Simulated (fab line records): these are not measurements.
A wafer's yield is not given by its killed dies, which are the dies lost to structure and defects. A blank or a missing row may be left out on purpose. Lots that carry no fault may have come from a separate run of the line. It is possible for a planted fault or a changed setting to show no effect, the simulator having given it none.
8D (eight disciplines) problem report, filled in by code ; flow sky130 ; the parts of the form that need people (team, actions taken, sign-off) are left out

== 1. WHAT WENT WRONG ==
Wafers without a fault read 15, standard deviation 3.8; killedAtFrontEnd at SKY_PAD_OPEN_PROBE_99 reads a mean of 78 on 4 wafers belonging to 2 lots. That puts it +17 standard deviations away from the usual mean.
First seen on wafer L100.1, day 49 07:40, on prober-02. The record has a number at this step for 6 wafers belonging to 2 lots. By rule, "out" or "out of limits" means more than 4 standard deviations away from the usual mean. The other wafers with a number count as sound.

== 2. WHAT IT IS, AND WHAT IT ISN'T ==
question;is;is not
which readings at this step;killedAtFrontEnd, killedDies;killed_at_M4_up, killedAtContacts, killedAtOther, killedShort
which lots;L100, L101;-
which wafers of those lots;L100.1, L100.3, L101.3, L101.5;L100.4, L101.4
read on which tools;prober-02;-
when;from day 49 07:40;"up to then (0 sound wafers); but 2 sound wafers of L100, L101 came after"

== 3. WHAT RULES OUT EACH SUSPECT ==
Counting: a tool at a process step up to the reading stays a suspect if it ran every lot that is out. Sound lots after the first of them don't rule it out here, since some wafers of a struck lot are sound.
- plasmaAsher-04 at SKY_FIELD_ISO_STRIP_16 (strips in O2/N2): kept. It ran every lot that is out, first L100 (day 5 03:14).
- plasmaAsher-03 at SKY_PASSIVATION_STRIP_12 (strips in O2/N2): kept. It ran every lot that is out, first L100 (day 48 10:14).
- prober-02 at SKY_PAD_OPEN_PROBE_99: kept. It ran every lot that is out, first L100 (day 49 07:40). Its own killedAtFrontEnd, killedDies readings are out on those wafers.
- Within plasmaAsher-04 at SKY_FIELD_ISO_STRIP_16: the wafers that are out ran in chamber 0; their sound lot-mates ran in chamber 1.
Left after counting: plasmaAsher-04 at SKY_FIELD_ISO_STRIP_16, plasmaAsher-03 at SKY_PASSIVATION_STRIP_12, prober-02 at SKY_PAD_OPEN_PROBE_99.

== 4. THE CAUSE (what the simulator had put in) ==
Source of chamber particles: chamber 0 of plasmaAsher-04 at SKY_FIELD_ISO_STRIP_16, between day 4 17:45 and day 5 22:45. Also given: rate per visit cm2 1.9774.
3 suspects survive the count, and this tool is in that group.

== 5. THE CHAIN OF EFFECTS, in route order ==
Rows list readings where the struck wafers' mean (over those with a number) sits beyond 3 standard deviations from the usual. Scope: only readings with a usual standard deviation given in the record; hours: median across lots of the time from each lot's start at the first step in this table that gives one to its start at this step; sigmas: change in usual standard deviations.
hours;step;reading;usual;on struck wafers;change;sigmas
0;SKY_PAD_OPEN_PROBE_99;killedAtFrontEnd;15;78;+63;+17
0;SKY_PAD_OPEN_PROBE_99;killedDies;86;138;+52;+5.9
Here are the process steps it includes:
- SKY_PAD_OPEN_PROBE_99

== 6. WHAT WOULD HAVE CAUGHT IT SOONER ==
First out-of-limits reading in this record: day 49 07:40, which is 1070 hours after fault onset at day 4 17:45.
Tool readings at SKY_FIELD_ISO_STRIP_16 with a usual standard deviation given in the record: none out on any struck wafer, hence no alarm at a limit of 4 standard deviations on them.
The start of SKY_FIELD_ISO_STRIP_16 on plasmaAsher-04 came by day 49 07:40 for every one of the lots that are out (2). Holding the tool at that point would not have protected any of them.
